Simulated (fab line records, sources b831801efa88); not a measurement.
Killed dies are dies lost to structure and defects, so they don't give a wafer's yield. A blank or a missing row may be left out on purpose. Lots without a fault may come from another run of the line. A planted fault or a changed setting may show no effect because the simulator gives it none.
Which tool did it? | flow gf180mcu | 13 lots, 39 wafers sampled, at 5 steps of a route of 602

WHAT THE GAUGES READ, wafer by wafer
GF_VT_IMPLANT_OVL_MEAS_07. Usual: VT_IMPLANT_OVL -0.1 nm, standard deviation 1.5.
lot  | measured     | on         | VT_IMPLANT_OVL (nm) | flag
L317 | day 5 14:48  | overlay-01 | 1.6 2.1 0.8         |
L318 | day 5 20:43  | overlay-01 | 0.8 -0.9 0.0        |
L319 | day 6 02:59  | overlay-01 | -0.2 -1.6 -0.1      |
L320 | day 6 09:50  | overlay-01 | -1.1 -1.7 0.2       |
L321 | day 6 14:35  | overlay-02 | -1.3 0.3 0.4        |
L324 | day 7 10:35  | overlay-01 | -94.9 -96.4 -97.1   | OFF
L325 | day 7 15:50  | overlay-01 | -94.5 -96.1 -97.7   | OFF
L328 | day 8 08:29  | overlay-01 | -97.5 -98.0 -98.6   | OFF
L330 | day 8 23:28  | overlay-02 | 0.5 0.5 -1.4        |
L332 | day 9 13:50  | overlay-01 | 1.8 -0.5 -0.6       |
L334 | day 10 02:53 | overlay-02 | -1.6 -1.6 -1.9      |
L337 | day 10 17:45 | overlay-01 | -0.3 -0.6 -1.0      |
L338 | day 10 22:12 | overlay-02 | -1.4 1.9 0.5        |

GF_SALICIDE_THK_MEAS_05: measures by xrf. Usual: SALICIDE_TIN_THK 19.98 nm, standard deviation 0.27.
lot  | measured     | on            | SALICIDE_TIN_THK (nm) | flag
L317 | day 15 08:55 | film_metro-03 | 19.84 20.05 20.07     |
L318 | day 15 22:46 | film_metro-02 | 19.59 19.83 19.60     |
L319 | day 16 10:41 | film_metro-02 | 19.94 19.78 20.03     |
L320 | day 16 22:18 | film_metro-02 | 19.73 19.99 19.75     |
L321 | day 16 23:30 | film_metro-02 | 19.94 19.97 19.77     |
L324 | day 18 01:11 | film_metro-03 | 19.92 19.78 19.82     |
L325 | day 18 01:00 | film_metro-03 | 20.12 19.97 20.30     |
L328 | day 19 06:30 | film_metro-02 | 20.05 20.29 20.41     |
L330 | day 19 20:39 | film_metro-03 | 20.43 20.05 20.28     |
L332 | day 20 16:34 | film_metro-01 | 19.92 20.23 20.23     |
L334 | day 21 09:36 | film_metro-02 | 19.80 20.02 20.02     |
L337 | day 22 07:13 | film_metro-01 | 20.01 20.12 20.28     |
L338 | day 22 09:41 | film_metro-01 | 19.87 19.98 20.09     |

GF_CONTACT_BOW_MEAS_05. Usual: CONTACT_BOW 68 um, standard deviation 6.8.
lot  | measured     | on            | CONTACT_BOW (um) | flag
L317 | day 15 09:49 | film_metro-02 | 63 69 76         |
L318 | day 15 23:38 | film_metro-02 | 68 60 67         |
L319 | day 16 11:35 | film_metro-04 | 75 64 78         |
L320 | day 16 23:11 | film_metro-01 | 73 75 72         |
L321 | day 17 00:23 | film_metro-01 | 57 67 44         |
L324 | day 18 02:11 | film_metro-04 | 75 63 61         |
L325 | day 18 01:53 | film_metro-02 | 68 68 61         |
L328 | day 19 07:41 | film_metro-01 | 65 57 78         |
L330 | day 19 21:34 | film_metro-01 | 58 66 70         |
L332 | day 20 17:28 | film_metro-02 | 65 63 66         |
L334 | day 21 10:29 | film_metro-02 | 62 70 64         |
L337 | day 22 08:07 | film_metro-02 | 74 56 65         |
L338 | day 22 10:41 | film_metro-02 | 66 57 64         |

WHICH TOOL RAN EACH LOT (tool, then ch and the chambers of the sampled wafers, then the start)
lot  | GF_VT_IMPLANT_EXPOSE_04             | GF_DUAL_GATE_STRIP_13
L317 | iline_stepper-01 ch 0, day 5 07:41  | plasma_asher-02 ch 0,1, day 8 09:55
L318 | iline_stepper-01 ch 0, day 5 13:29  | plasma_asher-03 ch 0,1, day 8 18:46
L319 | iline_stepper-01 ch 0, day 5 20:05  | plasma_asher-02 ch 0,1, day 9 02:23
L320 | iline_stepper-02 ch 0, day 6 02:13  | plasma_asher-04 ch 0,1, day 9 10:37
L321 | iline_stepper-02 ch 0, day 6 07:29  | plasma_asher-03 ch 0,1, day 9 10:50
L324 | iline_stepper-02 ch 0, day 7 02:53  | plasma_asher-03 ch 0,1, day 10 11:31
L325 | iline_stepper-02 ch 0, day 7 08:38  | plasma_asher-04 ch 0,1, day 10 11:54
L328 | iline_stepper-02 ch 0, day 8 01:39  | plasma_asher-04 ch 0,1, day 11 10:17
L330 | iline_stepper-01 ch 0, day 8 16:23  | plasma_asher-02 ch 0,1, day 12 00:47
L332 | iline_stepper-01 ch 0, day 9 05:47  | plasma_asher-02 ch 0,1, day 12 13:31
L334 | iline_stepper-01 ch 0, day 9 18:29  | plasma_asher-02 ch 0,1, day 13 09:24
L337 | iline_stepper-01 ch 0, day 10 09:20 | plasma_asher-04 ch 0,1, day 14 03:04
L338 | iline_stepper-01 ch 0, day 10 14:07 | plasma_asher-03 ch 0,1, day 14 06:29
- GF_VT_IMPLANT_EXPOSE_04: exposes mask LVPWELL LV AREA, target cd 600 nm.
- GF_DUAL_GATE_STRIP_13: strips in O2/N2.

WHAT THE TOOLS THEMSELVES READ (means of the sampled wafers that have a number; where no wafer has one, the mark that the record gives instead)
GF_DUAL_GATE_STRIP_13. Usual: drypump_motor_current_A 5.6 A, standard deviation 0.39; heater_power_w 355 W, standard deviation 36; oes_product_au 0.715 a.u., standard deviation 0.0046; strip_time_to_endpoint_s 12.65 s, standard deviation 0.036.
lot  | tool            | drypump_motor_current_A (A) | heater_power_w (W) | oes_product_au (a.u.) | strip_time_to_endpoint_s (s) | flag
L317 | plasma_asher-02 | 5.3                         | 348                | 0.716                 | 12.65                        |
L318 | plasma_asher-03 | 6.1                         | 385                | 0.720                 | 12.61                        |
L319 | plasma_asher-02 | 5.2                         | 332                | 0.717                 | 12.65                        |
L320 | plasma_asher-04 | 5.5                         | 321                | 0.709                 | 12.64                        |
L321 | plasma_asher-03 | 6.1                         | 384                | 0.717                 | 12.62                        |
L324 | plasma_asher-03 | 6.1                         | 388                | 0.713                 | 12.67                        |
L325 | plasma_asher-04 | 5.5                         | 325                | 0.716                 | 12.62                        |
L328 | plasma_asher-04 | 5.5                         | 326                | 0.716                 | 12.62                        |
L330 | plasma_asher-02 | 5.3                         | 345                | 0.714                 | 12.71                        |
L332 | plasma_asher-02 | 5.3                         | 335                | 0.710                 | 12.65                        |
L334 | plasma_asher-02 | 5.2                         | 336                | 0.716                 | 12.64                        |
L337 | plasma_asher-04 | 5.5                         | 323                | 0.715                 | 12.60                        |
L338 | plasma_asher-03 | 5.9                         | 396                | 0.714                 | 12.60                        |

THE ANSWER, worked out from the rows above alone
Rule: a lot is off if the mean of its wafers that have a number lies more than 3 standard deviations from the usual mean. A lot without any number at a reading at which 4 lots or more have one is off too. The other lots that the step has rows for count as sound. The gauges are gone through in route order, then the tools' own readings, and for those a lot's mean is taken as printed above. The first step at which some lot is off is used, and at that step the reading that is off furthest; a lot without a number counts as furthest.
Off: L324, L325, L328, at GF_VT_IMPLANT_OVL_MEAS_07 (VT_IMPLANT_OVL).
A tool fits if, at a process step before that reading, it ran every lot that is off, and no sound lot after the first of them. The gauges at GF_VT_IMPLANT_OVL_MEAS_07 are tried like those tools. One fits: iline_stepper-02 at GF_VT_IMPLANT_EXPOSE_04. Its last sound lot is L321 (day 6 07:29), its first lot that is off L324 (day 7 02:53): a fault that began between those two fits.

WHAT THE SIMULATOR HAD PUT IN
Scanner matching overlay: iline_stepper-02, from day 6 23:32 on, at GF_VT_IMPLANT_EXPOSE_04. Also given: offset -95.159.
Lots struck among those shown: L324, L325, L328. The rule above found the same.
